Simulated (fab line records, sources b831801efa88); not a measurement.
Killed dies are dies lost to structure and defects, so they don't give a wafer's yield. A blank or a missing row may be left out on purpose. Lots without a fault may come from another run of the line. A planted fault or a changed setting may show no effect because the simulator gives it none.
Which tool did it? | flow gf180mcu | 24 lots, 72 wafers sampled, at 4 steps of a route of 602

WHAT THE GAUGES READ, wafer by wafer
GF_M5_CD_MEAS_07: target cd 280 nm. Usual: cd_nm 280.1 nm, standard deviation 1.2.
lot  | measured     | on        | cd_nm (nm)        | flag
L074 | day 26 16:00 | cd_sem-02 | 278.7 278.4 278.3 |
L075 | day 27 01:07 | cd_sem-01 | 279.8 279.7 279.4 |
L077 | day 27 01:46 | cd_sem-02 | 279.9 280.9 280.0 |
L076 | day 27 05:43 | cd_sem-01 | 280.1 279.2 280.1 |
L078 | day 27 16:48 | cd_sem-01 | 281.2 281.8 281.4 |
L079 | day 27 22:14 | cd_sem-01 | 277.7 279.1 278.1 |
L080 | day 28 10:33 | cd_sem-01 | 279.3 279.8 280.8 |
L081 | day 28 13:57 | cd_sem-01 | 282.0 281.4 282.3 |
L082 | day 29 03:34 | cd_sem-02 | 279.5 280.2 280.7 |
L083 | day 29 10:10 | cd_sem-01 | 281.1 280.4 280.0 |
L084 | day 29 14:13 | cd_sem-02 | 279.7 278.9 279.7 |
L085 | day 29 23:38 | cd_sem-02 | 279.3 280.6 280.4 |
L086 | day 30 05:31 | cd_sem-02 | 279.8 280.2 279.9 |
L087 | day 30 15:05 | cd_sem-02 | 283.1 283.1 281.7 |
L089 | day 31 01:55 | cd_sem-01 | 278.6 279.1 278.6 |
L088 | day 31 03:43 | cd_sem-02 | 281.0 280.3 281.8 |
L091 | day 31 13:11 | cd_sem-01 | 280.3 279.6 280.3 |
L090 | day 31 14:48 | cd_sem-02 | 280.8 280.4 281.1 |
L092 | day 32 00:41 | cd_sem-01 | 278.2 277.7 278.3 |
L093 | day 32 05:40 | cd_sem-02 | 280.9 279.4 279.4 |
L095 | day 32 08:18 | cd_sem-01 | 280.8 279.9 280.0 |
L094 | day 32 10:29 | cd_sem-01 | 279.5 279.5 280.2 |
L096 | day 32 18:27 | cd_sem-01 | 281.6 280.4 281.1 |
L097 | day 33 01:01 | cd_sem-01 | 277.6 279.6 279.7 |

WHICH TOOL RAN EACH LOT (tool, then ch and the chambers of the sampled wafers, then the start)
lot  | GF_MIM_SPUTTER_01            | GF_MIM_SPUTTER_09            | GF_MIM_METAL_ETCH_19
L074 | pvd_sputter-03, day 24 19:42 | pvd_sputter-02, day 24 20:01 | rie_metal-01 ch 0,1, day 25 17:53
L075 | pvd_sputter-03, day 25 06:17 | pvd_sputter-02, day 25 06:34 | rie_metal-03 ch 0,1, day 26 03:56
L077 | pvd_sputter-03, day 25 07:34 | pvd_sputter-04, day 25 07:50 | rie_metal-01 ch 0,1, day 26 04:50
L076 | pvd_sputter-02, day 25 11:19 | pvd_sputter-04, day 25 11:35 | rie_metal-04 ch 0,1, day 26 08:47
L078 | pvd_sputter-03, day 25 23:01 | pvd_sputter-02, day 25 23:18 | rie_metal-04 ch 0,1, day 26 19:39
L079 | pvd_sputter-04, day 26 04:49 | pvd_sputter-02, day 26 05:05 | rie_metal-03 ch 0,1, day 27 01:35
L080 | pvd_sputter-03, day 26 17:43 | pvd_sputter-02, day 26 17:59 | rie_metal-03 ch 0,1, day 27 14:28
L081 | pvd_sputter-03, day 26 20:24 | pvd_sputter-04, day 26 20:41 | rie_metal-03 ch 0,1, day 27 17:20
L082 | pvd_sputter-04, day 27 11:33 | pvd_sputter-02, day 27 11:50 | rie_metal-04 ch 0,1, day 28 07:35
L083 | pvd_sputter-02, day 27 17:57 | pvd_sputter-03, day 27 18:14 | rie_metal-03 ch 0,1, day 28 14:16
L084 | pvd_sputter-03, day 27 23:12 | pvd_sputter-04, day 27 23:29 | rie_metal-01 ch 0,1, day 28 18:23
L085 | pvd_sputter-04, day 28 08:13 | pvd_sputter-03, day 28 08:29 | rie_metal-03 ch 0,1, day 29 03:53
L086 | pvd_sputter-02, day 28 14:31 | pvd_sputter-03, day 28 14:47 | rie_metal-01 ch 0,1, day 29 10:20
L087 | pvd_sputter-02, day 29 01:10 | pvd_sputter-03, day 29 01:26 | rie_metal-01 ch 0,1, day 29 20:43
L089 | pvd_sputter-02, day 29 13:03 | pvd_sputter-03, day 29 13:20 | rie_metal-03 ch 1, day 30 07:52
L088 | pvd_sputter-03, day 29 15:03 | pvd_sputter-04, day 29 15:20 | rie_metal-03 ch 1, day 30 09:49
L091 | pvd_sputter-03, day 30 02:18 | pvd_sputter-02, day 30 02:35 | rie_metal-01 ch 0,1, day 30 19:56
L090 | pvd_sputter-02, day 30 04:11 | pvd_sputter-04, day 30 04:28 | rie_metal-01 ch 0,1, day 30 21:29
L092 | pvd_sputter-02, day 30 12:58 | pvd_sputter-02, day 30 13:14 | rie_metal-03 ch 0,1, day 31 06:49
L093 | pvd_sputter-04, day 30 18:58 | pvd_sputter-03, day 30 19:14 | rie_metal-03 ch 0,1, day 31 12:42
L095 | pvd_sputter-04, day 30 21:45 | pvd_sputter-02, day 30 22:02 | rie_metal-03 ch 0, day 31 15:29
L094 | pvd_sputter-02, day 30 23:40 | pvd_sputter-04, day 30 23:56 | rie_metal-03 ch 0,1, day 31 17:18
L096 | pvd_sputter-04, day 31 08:37 | pvd_sputter-02, day 31 08:53 | rie_metal-01 ch 0, day 32 01:26
L097 | pvd_sputter-04, day 31 15:18 | pvd_sputter-02, day 31 15:35 | rie_metal-03 ch 0,1, day 32 07:50
- GF_MIM_SPUTTER_01: material TiN, target thk 30 nm, time 25 s.
- GF_MIM_SPUTTER_09: material TiN, target thk 35 nm, time 29.2 s.
- GF_MIM_METAL_ETCH_19: etches the open film in Cl2/BCl3, stops on Si3N4, target depth 324.5 nm, time 54.1 s.

WHAT THE TOOLS THEMSELVES READ (means of the sampled wafers that have a number; where no wafer has one, the mark that the record gives instead)
GF_MIM_SPUTTER_01. Usual: throttle_valve_pct 29.5 %, standard deviation 0.93.
lot  | tool           | throttle_valve_pct (%) | flag
L074 | pvd_sputter-03 | 29.9                   |
L075 | pvd_sputter-03 | 29.1                   |
L077 | pvd_sputter-03 | 30.1                   |
L076 | pvd_sputter-02 | 30.6                   |
L078 | pvd_sputter-03 | 30.0                   |
L079 | pvd_sputter-04 | 29.3                   |
L080 | pvd_sputter-03 | 29.4                   |
L081 | pvd_sputter-03 | 29.5                   |
L082 | pvd_sputter-04 | 29.0                   |
L083 | pvd_sputter-02 | 31.2                   |
L084 | pvd_sputter-03 | 29.8                   |
L085 | pvd_sputter-04 | 28.7                   |
L086 | pvd_sputter-02 | 29.8                   |
L087 | pvd_sputter-02 | 30.4                   |
L089 | pvd_sputter-02 | 29.6                   |
L088 | pvd_sputter-03 | 29.0                   |
L091 | pvd_sputter-03 | 29.4                   |
L090 | pvd_sputter-02 | 30.2                   |
L092 | pvd_sputter-02 | 30.0                   |
L093 | pvd_sputter-04 | 29.0                   |
L095 | pvd_sputter-04 | 28.7                   |
L094 | pvd_sputter-02 | 29.7                   |
L096 | pvd_sputter-04 | 28.9                   |
L097 | pvd_sputter-04 | 28.7                   |

GF_MIM_SPUTTER_09. Usual: throttle_valve_pct 29.5 %, standard deviation 0.98.
lot  | tool           | throttle_valve_pct (%) | flag
L074 | pvd_sputter-02 | 29.7                   |
L075 | pvd_sputter-02 | 30.6                   |
L077 | pvd_sputter-04 | 29.0                   |
L076 | pvd_sputter-04 | 28.8                   |
L078 | pvd_sputter-02 | 29.8                   |
L079 | pvd_sputter-02 | 30.6                   |
L080 | pvd_sputter-02 | 29.2                   |
L081 | pvd_sputter-04 | 29.1                   |
L082 | pvd_sputter-02 | 30.5                   |
L083 | pvd_sputter-03 | 28.9                   |
L084 | pvd_sputter-04 | 29.1                   |
L085 | pvd_sputter-03 | 29.4                   |
L086 | pvd_sputter-03 | 29.4                   |
L087 | pvd_sputter-03 | 29.9                   |
L089 | pvd_sputter-03 | 28.9                   |
L088 | pvd_sputter-04 | 29.3                   |
L091 | pvd_sputter-02 | 30.5                   |
L090 | pvd_sputter-04 | 28.7                   |
L092 | pvd_sputter-02 | 29.7                   |
L093 | pvd_sputter-03 | 29.1                   |
L095 | pvd_sputter-02 | 30.7                   |
L094 | pvd_sputter-04 | 28.3                   |
L096 | pvd_sputter-02 | 30.3                   |
L097 | pvd_sputter-02 | 29.6                   |

GF_MIM_METAL_ETCH_19. Usual: drypump_motor_current_A 5.7 A, standard deviation 0.41; he_backside_leak_sccm 3.19 sccm, standard deviation 0.21; oes_product_au 0.940 a.u., standard deviation 0.0065; throttle_valve_pct 28.282 %, standard deviation 0.011.
lot  | tool         | drypump_motor_current_A (A) | he_backside_leak_sccm (sccm) | oes_product_au (a.u.) | throttle_valve_pct (%) | flag
L074 | rie_metal-01 | 5.5                         | 3.20                         | 0.936                 | 28.299                 |
L075 | rie_metal-03 | 5.5                         | 3.14                         | 0.937                 | 28.270                 |
L077 | rie_metal-01 | 5.5                         | 3.03                         | 0.936                 | 28.288                 |
L076 | rie_metal-04 | 6.6                         | 3.23                         | 0.946                 | 28.271                 |
L078 | rie_metal-04 | 6.6                         | 3.21                         | 0.947                 | 28.267                 |
L079 | rie_metal-03 | 5.7                         | 3.25                         | 0.939                 | 28.290                 |
L080 | rie_metal-03 | 5.5                         | 3.32                         | 0.938                 | 28.282                 |
L081 | rie_metal-03 | 5.7                         | 3.23                         | 0.945                 | 28.269                 |
L082 | rie_metal-04 | 6.5                         | 3.26                         | 0.939                 | 28.282                 |
L083 | rie_metal-03 | 5.7                         | 3.24                         | 0.931                 | 28.284                 |
L084 | rie_metal-01 | 5.6                         | 3.19                         | 0.938                 | 28.293                 |
L085 | rie_metal-03 | 5.7                         | 3.24                         | 0.945                 | 28.277                 |
L086 | rie_metal-01 | 5.4                         | 3.06                         | 0.944                 | 28.274                 |
L087 | rie_metal-01 | 5.4                         | 3.20                         | 0.944                 | 28.288                 |
L089 | rie_metal-03 | 5.3                         | 3.19                         | 0.948                 | 28.281                 |
L088 | rie_metal-03 | 5.3                         | 3.27                         | 0.944                 | 28.286                 |
L091 | rie_metal-01 | 5.6                         | 3.13                         | 0.941                 | 28.285                 |
L090 | rie_metal-01 | 5.4                         | 3.12                         | 0.933                 | 28.282                 |
L092 | rie_metal-03 | 5.5                         | 3.08                         | 0.939                 | 28.279                 |
L093 | rie_metal-03 | 5.7                         | 3.20                         | 0.935                 | 28.297                 |
L095 | rie_metal-03 | 5.9                         | 3.33                         | 0.948                 | 28.274                 |
L094 | rie_metal-03 | 5.5                         | 3.21                         | 0.937                 | 28.279                 |
L096 | rie_metal-01 | 5.6                         | 3.20                         | 0.941                 | 28.274                 |
L097 | rie_metal-03 | 5.7                         | 3.12                         | 0.947                 | 28.274                 |

THE ANSWER, worked out from the rows above alone
Rule: a lot is off if the mean of its wafers that have a number lies more than 3 standard deviations from the usual mean. A lot without any number at a reading at which 4 lots or more have one is off too. The other lots that the step has rows for count as sound. The gauges are gone through in route order, then the tools' own readings, and for those a lot's mean is taken as printed above. The first step at which some lot is off is used, and at that step the reading that is off furthest; a lot without a number counts as furthest.
No lot is off at any reading shown: from this, nothing can be told.

WHAT THE SIMULATOR HAD PUT IN
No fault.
